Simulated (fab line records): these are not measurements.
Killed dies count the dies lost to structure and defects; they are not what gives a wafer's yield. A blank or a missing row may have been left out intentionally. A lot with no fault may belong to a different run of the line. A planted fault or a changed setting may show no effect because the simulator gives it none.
Tool commonality check	flow sky130	Sampled: 11 lots, 33 wafers

== WHY IT WAS OPENED ==
At SKY_PASSIVATION_THK_MEAS_03 the reading PASSIVATION_CVD_02_THK is flagged on 2 of 11 lots. Fault-free wafers read 541 nm, with a standard deviation of 6.6.
Rule: flag the lot when none of its wafers has a number, or when each of its wafers that has one lies beyond 4 standard deviations from that mean. All remaining lots are regarded as sound.

lot	measured	on	PASSIVATION_CVD_02_THK (nm), wafer by wafer	flag
L767	day 43 18:48	film_metro-03	530 535 541	
L768	day 44 02:17	film_metro-02	538 535 550	
L769	day 44 03:17	film_metro-01	537 529 538	
L771	day 45 00:28	film_metro-01	534 537 545	
L774	day 45 21:01	film_metro-02	537 537 549	
L778	day 46 22:08	film_metro-02	540 542 542	
L779	day 47 03:25	film_metro-02	587 596 600	FLAGGED
L780	day 47 16:01	film_metro-02	608 598 599	FLAGGED
L785	day 48 10:17	film_metro-02	529 540 547	
L787	day 48 19:28	film_metro-03	540 539 535	
L788	day 49 01:32	film_metro-03	540 550 542	
The numbers of the flagged lots are 598 nm on average: +57 nm against the usual, or +9 standard deviations.

== TOOL THAT RAN EACH LOT ==
The record holds 3 process steps before the reading, out of a route of 708 steps. Cell contents, in order: the tool; ch with the chambers the sampled wafers went through; the start.
lot	flag	SKY_VIA4_CMP_02	SKY_VIA4_CMP_21	SKY_PASSIVATION_CVD_02
L767		cmp-02 ch 1,2,3, day 41 17:17	cmp-02 ch 0,2,3, day 42 18:16	pecvd-01 ch 1,2, day 43 18:34
L768		cmp-02 ch 0,1, day 42 01:08	cmp-02 ch 1,2,3, day 43 02:19	pecvd-01 ch 0,2, day 44 02:04
L769		cmp-02 ch 1,2,3, day 42 02:23	cmp-02 ch 0,1,3, day 43 02:49	pecvd-04 ch 0,1,2, day 44 03:04
L771		cmp-01 ch 0,1,2, day 43 00:21	cmp-01 ch 0,1,3, day 44 00:19	pecvd-01 ch 0,1, day 45 00:13
L774		cmp-02 ch 0,2,3, day 43 23:28	cmp-02 ch 0,2,3, day 44 22:43	pecvd-01 ch 0,1, day 45 20:47
L778		cmp-02 ch 1,2,3, day 45 02:07	cmp-01 ch 0,1,3, day 46 00:40	pecvd-04 ch 0,1,2, day 46 21:55
L779	FLAGGED	cmp-02 ch 0,1,3, day 45 08:17	cmp-01 ch 0,1,2, day 46 06:38	pecvd-04 ch 0,2, day 47 03:05
L780	FLAGGED	cmp-02 ch 0,3, day 45 20:22	cmp-01 ch 2,3, day 46 18:11	pecvd-04 ch 0,1,2, day 47 15:53
L785		cmp-02 ch 0,2,3, day 46 16:35	cmp-01 ch 1,2, day 47 13:28	pecvd-01 ch 0,2, day 48 10:04
L787		cmp-01 ch 1,2,3, day 47 02:11	cmp-01 ch 0,1,2, day 47 23:04	pecvd-02 ch 0,1,2, day 48 19:14
L788		cmp-01 ch 0,1,2, day 47 09:05	cmp-02 ch 2,3, day 48 05:33	pecvd-01 ch 1,2, day 49 01:19
What these steps do:
- SKY_VIA4_CMP_02: polishes SiO2.
- SKY_VIA4_CMP_21: polishes, stops on SiO2, t overpolish 25 s, target thk 0 nm.
- SKY_PASSIVATION_CVD_02: deposits Si3N4, target thk 540 nm.
- SKY_PASSIVATION_THK_MEAS_03

== FLAGGED AGAINST TOTAL, ONE TOOL AT A TIME (gauges that did the reading follow at the end) ==
step	tool	lots run	flagged	share of the flagged lots	sound lots run after its first flagged lot
SKY_VIA4_CMP_02	cmp-01	3	0	none	-
SKY_VIA4_CMP_02	cmp-02	8	2	all	1 (L785)
SKY_VIA4_CMP_21	cmp-01	6	2	all	2 (L785,L787)
SKY_VIA4_CMP_21	cmp-02	5	0	none	-
SKY_PASSIVATION_CVD_02	pecvd-01	6	0	none	-
SKY_PASSIVATION_CVD_02	pecvd-02	1	0	none	-
SKY_PASSIVATION_CVD_02	pecvd-04	4	2	all	0
SKY_PASSIVATION_THK_MEAS_03	film_metro-01	2	0	none	-
SKY_PASSIVATION_THK_MEAS_03	film_metro-02	6	2	all	1 (L785)
SKY_PASSIVATION_THK_MEAS_03	film_metro-03	3	0	none	-

== WHAT THE TABLE PERMITS ==
4 rows of the table ran every flagged lot: cmp-02 at SKY_VIA4_CMP_02, cmp-01 at SKY_VIA4_CMP_21, pecvd-04 at SKY_PASSIVATION_CVD_02, film_metro-02 at SKY_PASSIVATION_THK_MEAS_03.
- cmp-02 at SKY_VIA4_CMP_02: 2 of its 8 lots flagged. After the first flagged lot (L785), sound lots still ran on it; a lasting fault on the whole tool would not permit that.
- cmp-01 at SKY_VIA4_CMP_21: 2 of its 6 lots flagged. After the first flagged lot (L785, L787), sound lots still ran on it; a lasting fault on the whole tool would not permit that.
- pecvd-04 at SKY_PASSIVATION_CVD_02: 2 of its 4 lots flagged. Last sound lot L778 at day 46 21:55, first flagged lot L779 at day 47 03:05; a fault beginning in between fits. Its own readings lie more than 4 standard deviations out on every wafer of the flagged lots: rf_fwd_power_W.
- film_metro-02 at SKY_PASSIVATION_THK_MEAS_03: 2 of its 6 lots flagged. After the first flagged lot (L785), sound lots still ran on it; a lasting fault on the whole tool would not permit that.
What remains is a single tool, pecvd-04 at SKY_PASSIVATION_CVD_02.

== WHAT HAD BEEN PUT IN BY THE SIMULATOR ==
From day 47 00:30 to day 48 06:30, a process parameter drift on pecvd-04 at SKY_PASSIVATION_CVD_02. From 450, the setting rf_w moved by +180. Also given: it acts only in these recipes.
Struck lots among those shown: L779, L780. The rule above found the same.
